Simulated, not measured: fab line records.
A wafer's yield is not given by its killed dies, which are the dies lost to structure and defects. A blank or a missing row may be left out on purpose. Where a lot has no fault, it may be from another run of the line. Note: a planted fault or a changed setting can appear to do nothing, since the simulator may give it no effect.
Split-lot trial -- flow sfq_line -- 23 wafers read from 5 lots, route of 325 steps

## SPLIT DETAILS
At SFQ_TRILAYER_M8_DEP_EVAP_198 (material Pt, target thk 50 nm, time 250 s), the setting time_s was moved away from the recipe's 250 s on 12 of the 23 wafers read, by -8.1% to +4.7%. All remaining wafers had this setting at the recipe value.

The split's own step is where the reading is taken.

## THE READING
Pt_of_TRILAYER_M8_DEP_EVAP_198.thk_nm (the simulator's own value, which no gauge read), in nm, at SFQ_TRILAYER_M8_DEP_EVAP_198 (material Pt, target thk 50 nm, time 250 s). The file gives no usual value for it. Here, 11 wafers ran the recipe; their average is 50.02 nm with a standard deviation of 0.5 nm.

wafer,"tool, chamber at the split","time_s as run, s",against the recipe,"Pt_of_TRILAYER_M8_DEP_EVAP_198.thk_nm, nm",against lot-mates on the recipe
L075.1,"pvd_sputter-02, -",250,recipe,50.17,-
L075.3,"pvd_sputter-02, -",250,recipe,50.32,-
L075.4,"pvd_sputter-02, -",259.7,+3.9%,52.05,+1.80
L075.5,"pvd_sputter-02, -",259.7,+3.9%,52.15,+1.90
L075.6,"pvd_sputter-02, -",259.7,+3.9%,51.86,+1.61
L077.1,"pvd_sputter-02, -",250,recipe,50.21,-
L077.2,"pvd_sputter-02, -",234.7,-6.1%,46.71,-3.73
L077.3,"pvd_sputter-02, -",234.7,-6.1%,47.68,-2.76
L077.4,"pvd_sputter-02, -",234.7,-6.1%,46.89,-3.55
L077.5,"pvd_sputter-02, -",250,recipe,50.67,-
L078.1,"pvd_sputter-01, -",261.8,+4.7%,52.24,+2.80
L078.3,"pvd_sputter-01, -",261.8,+4.7%,51.35,+1.91
L078.4,"pvd_sputter-01, -",261.8,+4.7%,51.15,+1.70
L078.5,"pvd_sputter-01, -",250,recipe,49.12,-
L078.6,"pvd_sputter-01, -",250,recipe,49.77,-
L079.1,"pvd_sputter-02, -",250,recipe,49.97,-
L079.2,"pvd_sputter-02, -",229.7,-8.1%,45.57,-4.29
L079.3,"pvd_sputter-02, -",229.7,-8.1%,45.93,-3.93
L079.4,"pvd_sputter-02, -",250,recipe,49.75,-
L079.5,"pvd_sputter-02, -",229.7,-8.1%,45.31,-4.55
L082.1,"pvd_sputter-01, -",250,recipe,50.88,-
L082.2,"pvd_sputter-01, -",250,recipe,49.3,-
L082.4,"pvd_sputter-01, -",250,recipe,50.02,-

FIT RESULTS
A straight line over all 23 wafers: Pt_of_TRILAYER_M8_DEP_EVAP_198.thk_nm changes by +0.484 nm for each +1% of time_s; r = +0.97; the points scatter about the line by 0.54 nm.
The same after taking each lot's own level away (the mean of its wafers on the recipe; 23 wafers): +0.507 nm for each +1%; r = +0.98; scatter 0.4 nm.
According to that fit, moving time_s by its largest amount changes the reading by 4.1 nm.
Measured against the standard deviation above, the lots' own levels, which go from 49.445 to 50.440 nm, span 2.0 times it.
The two slopes agree, so the slope changes little with the lot-to-lot level.
Check: with one of the wafers moved furthest among these (-8.1%) left out of the fit, the line predicts -4.22 nm for it against its lot-mates. Against them it came out at -4.29 nm.

## THE OTHER SPLITS THESE WAFERS WENT THROUGH
These wafers also went through other splits before the reading. Each is held against what the fit with the lots' levels taken away leaves over:
other split on the same wafers,wafers away from the commonest value,r with Pt_of_TRILAYER_M8_DEP_EVAP_198.thk_nm (lot level and that fit taken away)
SFQ_TRILAYER_M8_DEP_EVAP_197 time_s,7,-0.02

## FILE'S OWN FIT
Pt_of_TRILAYER_M8_DEP_EVAP_198.thk_nm changes by +0.512 nm for each +1% of time_s, r = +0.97.
